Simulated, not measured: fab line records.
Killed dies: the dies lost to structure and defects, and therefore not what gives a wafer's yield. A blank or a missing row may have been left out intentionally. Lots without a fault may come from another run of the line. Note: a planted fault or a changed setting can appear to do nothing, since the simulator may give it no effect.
Which tool was responsible? ; flow sky130 ; 30 wafers from 10 lots sampled at 4 of the route's 708 steps

== WHAT THE GAUGES READ, wafer by wafer ==
SKY_NWELL_THK_MEAS_02.
lot;measured;on;NWELL_OXIDATION_THK (nm)
L938;day 3 01:32;film metro-02;9.61 9.51 9.43
L939;day 3 03:59;film metro-04;9.88 9.86 9.72
L942;day 3 16:20;film metro-02;9.58 9.28 9.60
L943;day 3 22:53;film metro-04;9.83 9.85 9.82
L944;day 4 03:07;film metro-04;9.91 9.71 9.83
L945;day 4 06:56;film metro-02;16.89 16.93 16.93
L946;day 4 10:42;film metro-04;16.66 16.56 16.56
L951;day 5 13:56;film metro-03;9.82 9.80 9.92
L956;day 6 13:57;film metro-03;9.75 9.86 9.70
L959;day 7 08:23;film metro-03;9.98 10.13 9.93

== EACH LOT AND THE TOOL THAT RAN IT (in order: tool; ch and the chambers of the sampled wafers; start) ==
lot;SKY_FIELD_ISO_ETCH_14;SKY_FIELD_ISO_ETCH_15;SKY_NWELL_OXIDATION_01
L938;rie diel-03 ch 1,2, day 2 10:34;rie diel-03 ch 1,2, day 2 10:36;furnace-02 ch 0, day 3 00:08
L939;rie diel-04 ch 0,2, day 2 14:29;rie diel-04 ch 0,2, day 2 14:32;furnace-01 ch 0, day 3 02:34
L942;rie diel-04 ch 0,1,3, day 3 10:07;rie diel-04 ch 0,1,3, day 3 10:09;furnace-02 ch 0, day 3 14:56
L943;rie diel-02 ch 0,1, day 3 14:16;rie diel-02 ch 0,1, day 3 14:18;furnace-01 ch 0, day 3 21:28
L944;rie diel-02 ch 0,1, day 3 19:44;rie diel-02 ch 0,1, day 3 19:47;furnace-01 ch 0, day 4 01:43
L945;rie diel-02 ch 0,1,2, day 4 00:05;rie diel-02 ch 0,1,2, day 4 00:08;furnace-01 ch 0, day 4 05:32
L946;rie diel-04 ch 1,3, day 4 03:49;rie diel-04 ch 1,3, day 4 03:51;furnace-01 ch 0, day 4 09:18
L951;rie diel-03 ch 0,2,3, day 5 06:20;rie diel-03 ch 0,2,3, day 5 06:23;furnace-02 ch 0, day 5 12:32
L956;rie diel-03 ch 0,2,3, day 6 08:05;rie diel-03 ch 0,2,3, day 6 08:08;furnace-02 ch 0, day 6 12:34
L959;rie diel-03 ch 2,3, day 6 23:04;rie diel-03 ch 2,3, day 6 23:06;furnace-02 ch 0, day 7 06:59
- SKY_FIELD_ISO_ETCH_14: etches BARC in N2/H2, stops on SiO2, time 45.9 s, target depth 60 nm.
- SKY_FIELD_ISO_ETCH_15: etches the open film in CHF3/O2, stops on Si, target depth 180 nm, time 72 s.
- SKY_NWELL_OXIDATION_01: stabilise 600 s, purge 300 s, target thk 10 nm.

== AS READ BY THE TOOLS THEMSELVES (means over the sampled wafers that have a number; for cases with no such wafer, the mark the record gives instead) ==
SKY_FIELD_ISO_ETCH_14.
lot;tool;drypump motor current A (A);oes product au (a.u.);throttle valve pct (%)
L938;rie diel-03;6.0;0.856;13.220
L939;rie diel-04;5.8;0.857;13.213
L942;rie diel-04;5.6;0.856;13.231
L943;rie diel-02;6.1;0.857;13.225
L944;rie diel-02;6.1;0.858;13.227
L945;rie diel-02;5.9;0.854;13.220
L946;rie diel-04;5.4;0.853;13.215
L951;rie diel-03;6.1;0.851;13.216
L956;rie diel-03;6.1;0.851;13.219
L959;rie diel-03;6.1;0.858;13.226

SKY_FIELD_ISO_ETCH_15.
lot;tool;O2_flow_sccm (sccm);drypump motor current A (A);oes product au (a.u.);throttle valve pct (%)
L938;rie diel-03;4.983;6.0;0.946;8.846
L939;rie diel-04;4.993;5.8;0.937;8.846
L942;rie diel-04;4.997;5.6;0.948;8.847
L943;rie diel-02;5.004;6.1;0.953;8.845
L944;rie diel-02;5.000;6.1;0.946;8.847
L945;rie diel-02;5.011;5.9;0.947;8.848
L946;rie diel-04;4.990;5.3;0.943;8.836
L951;rie diel-03;5.002;6.1;0.938;8.842
L956;rie diel-03;4.999;6.1;0.944;8.841
L959;rie diel-03;4.988;6.1;0.943;8.843

SKY_NWELL_OXIDATION_01.
lot;tool;spike tc bottom C (C);spike tc centre C (C);spike tc lower C (C);spike tc top C (C);spike tc upper C (C);tube center temp C (C);tube_center_temp_C_max;zone power bottom pct (%);zone power centre pct (%);zone power lower pct (%)
L938;furnace-02;918.1;901.0;898.9;914.8;899.3;899.98;902.0;26.3;18.1;15.7
L939;furnace-01;912.6;901.0;899.7;909.7;899.3;899.98;902.2;28.6;18.9;17.3
L942;furnace-02;918.2;900.4;899.8;915.1;901.3;899.96;902.2;26.2;18.2;15.9
L943;furnace-01;914.0;901.7;899.5;909.7;899.3;899.97;902.1;28.5;19.0;17.2
L944;furnace-01;913.0;902.7;898.8;910.1;900.2;900.03;902.1;28.5;18.9;17.4
L945;furnace-01;959.5;950.3;947.2;958.4;947.7;948.09;950.4;32.1;21.3;19.5
L946;furnace-01;959.9;950.4;948.2;958.0;948.0;948.07;950.3;32.3;21.3;19.3
L951;furnace-02;918.2;901.3;898.7;912.8;900.1;899.91;902.2;26.1;18.5;15.9
L956;furnace-02;917.9;901.7;899.7;913.4;899.5;899.87;902.2;26.2;18.5;15.8
L959;furnace-02;917.7;901.3;897.8;915.0;900.3;900.07;902.4;26.3;18.4;16.0

== THE ANSWER, worked out from the rows above alone ==
Rule: the usual values come from the lots themselves. The widest of any qualifying gaps counts: lots, ordered by their means at a reading, are off when they make up no more than a third of the lots, leave a main group of 4 or more, and stand apart from it by 3 or more times the standard deviation of that group's means. A main group is skipped when, at the precision printed for the reading in the tables above, its means are all equal. A lot without any number at a reading at which 4 lots or more have one is off too. Where the step has rows for the other lots, those lots are counted as sound. The gauges are gone through in route order, then the tools' own readings, and for those a lot's mean is taken as printed above. The first step at which some lot is off is used, and at that step the reading that is off furthest; a lot without a number counts as furthest.
Off: at SKY_NWELL_THK_MEAS_02 (NWELL_OXIDATION_THK), L945, L946. Main group: mean 9.76 nm, sd 0.17.
If a tool, at a process step before that reading, ran all the lots that are off and no sound lot after the first of them, it fits. The gauges at SKY_NWELL_THK_MEAS_02 aren't tried: what is off there is off at SKY_NWELL_OXIDATION_01 too, on other tools, and a gauge's error can't cause that. One candidate fits, namely furnace-01 at SKY_NWELL_OXIDATION_01. Its last sound lot is L944 (day 4 01:43), its first lot that is off L945 (day 4 05:32): a fault that began between those two fits.
The tool's own readings at SKY_NWELL_OXIDATION_01 bear it out: on the lots that are off they differ by more than 5 times the standard deviation of the sound lots' means. spike tc bottom C reads 959.7 C there against 916.2 C on the sound lots; spike tc centre C reads 950.3 C there against 901.4 C on the sound lots; spike tc lower C reads 947.7 C there against 899.1 C on the sound lots; spike tc top C reads 958.2 C there against 912.6 C on the sound lots; spike tc upper C reads 947.9 C there against 899.9 C on the sound lots; tube center temp C reads 948.08 C there against 899.97 C on the sound lots; tube_center_temp_C_max reads 950.3 there against 902.2 on the sound lots; zone power centre pct reads 21.3 % there against 18.6 % on the sound lots.

== WHAT WAS PUT IN BY THE SIMULATOR ==
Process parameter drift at SKY_NWELL_OXIDATION_01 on furnace-01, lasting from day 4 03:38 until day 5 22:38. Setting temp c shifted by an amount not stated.
Struck lots among those shown: L945, L946. The rule above found the same.
